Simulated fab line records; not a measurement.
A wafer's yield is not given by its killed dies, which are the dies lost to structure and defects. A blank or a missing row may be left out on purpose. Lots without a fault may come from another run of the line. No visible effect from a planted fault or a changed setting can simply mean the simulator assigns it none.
Comparing a struck lot with a sound one -- flow sky130 -- 14 steps out of a route of 708
Sound: these wafers, L989.1, L989.2, L989.4. Wafers struck: L985.2, L985.4, L985.5. The cause comes at the end.
For every step that has rows: the tool of each side, followed by ch and its chambers, followed by its first start. Under that, the readings that differ: sound wafers -- struck wafers -- difference of the means -- sigmas: that difference in standard deviations of wafers without a fault.
alike: same words and numbers on both sides, and readings whose means sit less than 2 such deviations apart. not compared: any withheld reading, any reading some wafer has no value for, any bound like >300 that may hide the same value, and any number with overlapping values for which the record gives no deviation.
A row with sigmas, a row that says differs or no value, or rows on one side alone: a step with any of these is where the two part. Numbers that don't overlap but have no deviation are shown without sigmas and don't part them. Lack of a reading on every wafer of one side parts them only where that side has two or more wafers.

SKY_VIA3_SPUTTER_20: material TiN, target thk 20 nm, time 80 s.
  sound: pvd-sputter-03 at day 45 01:31; struck: pvd-sputter-03 at day 43 06:20
  alike: cathode-dc-power-W, chamber-pressure-pa, throttle-valve-pct
SKY_VIA3_CVD_21: deposits W, target thk 390 nm, time 117.31 s.
  sound on cvd-w-01 ch 0,1, day 45 01:34; struck on cvd-w-02 ch 0,1, day 43 06:24
  alike: heater-power-outer-w, heater-power-w
SKY_VIA3_RS_MEAS_22: uses a four-point probe to measure.
  sound: film-metro-01 at day 45 01:41; struck: film-metro-02 at day 43 06:32
  alike: VIA3_W_RS
SKY_VIA3_THK_MEAS_23: measures by xrf.
  sound: film-metro-01 at day 45 01:49; struck: film-metro-02 at day 43 06:39
  alike: VIA3_W_THK
then, 1 step without rows for these wafers: SKY_VIA3_CMP_24 (polishes, stops on SiO2, t overpolish 20 s, target thk 0 nm).
SKY_METAL4_SPUTTER_00: material Ti, target thk 15 nm, time 10 s.
  sound: pvd-sputter-04 at day 45 02:10; struck: pvd-sputter-03 at day 43 07:00
  alike: cathode-dc-power-W, chamber-pressure-pa, throttle-valve-pct
then, 1 step without rows for these wafers: SKY_METAL4_SPUTTER_01 (material TiN, target thk 20 nm, time 16.7 s).
SKY_METAL4_SPUTTER_02: material AlCu, target thk 735 nm, time 39.1 s.
  sound: pvd-sputter-04 at day 45 02:13; struck: pvd-sputter-03 at day 43 07:03
  alike: cathode-dc-power-W, chamber-pressure-pa, throttle-valve-pct
then, 1 step without rows for these wafers: SKY_METAL4_SPUTTER_03 (material Ti, target thk 5 nm, time 3.3 s).
SKY_METAL4_SPUTTER_04: material TiN, target thk 70 nm, time 58.3 s.
  sound: pvd-sputter-04 at day 45 02:16; struck: pvd-sputter-03 at day 43 07:07
  alike: cathode-dc-power-W, chamber-pressure-pa, throttle-valve-pct
then, 1 step without rows for these wafers: SKY_CAP2M_CVD_00 (deposits SiO2, target thk 15.5 nm).
SKY_CAP2M_THK_MEAS_01:
  sound: film-metro-04 at day 45 02:21; struck: film-metro-03 at day 43 07:11
  alike: CAP2M_CVD_00_THK
SKY_CAP2M_SPUTTER_02: material TiN, target thk 200 nm, time 166.7 s.
  sound: pvd-sputter-02 at day 45 02:25; struck: pvd-sputter-03 at day 43 07:14
  no value came back on the struck wafers for cathode-dc-power-W (W), chamber-pressure-pa (Pa), substrate-temp-c (C), throttle-valve-pct (%); on the sound wafers cathode-dc-power-W (W) reads 6501.2 6501.3 6498.3
SKY_CAP2M_RS_MEAS_03: uses a four-point probe to measure.
  sound: film-metro-02 at day 45 02:31; struck: film-metro-04 at day 43 07:41
reading,sound,struck,difference,sigmas
CAP2M_TIN_RS (ohm/sq),6.96 6.91 6.98,- - -,no value on the struck wafers,
  not compared: hold

WHERE THEY PART
Earliest at SKY_CAP2M_SPUTTER_02; latest, in this record, at SKY_CAP2M_RS_MEAS_03.

WHY: what had been put in by the simulator
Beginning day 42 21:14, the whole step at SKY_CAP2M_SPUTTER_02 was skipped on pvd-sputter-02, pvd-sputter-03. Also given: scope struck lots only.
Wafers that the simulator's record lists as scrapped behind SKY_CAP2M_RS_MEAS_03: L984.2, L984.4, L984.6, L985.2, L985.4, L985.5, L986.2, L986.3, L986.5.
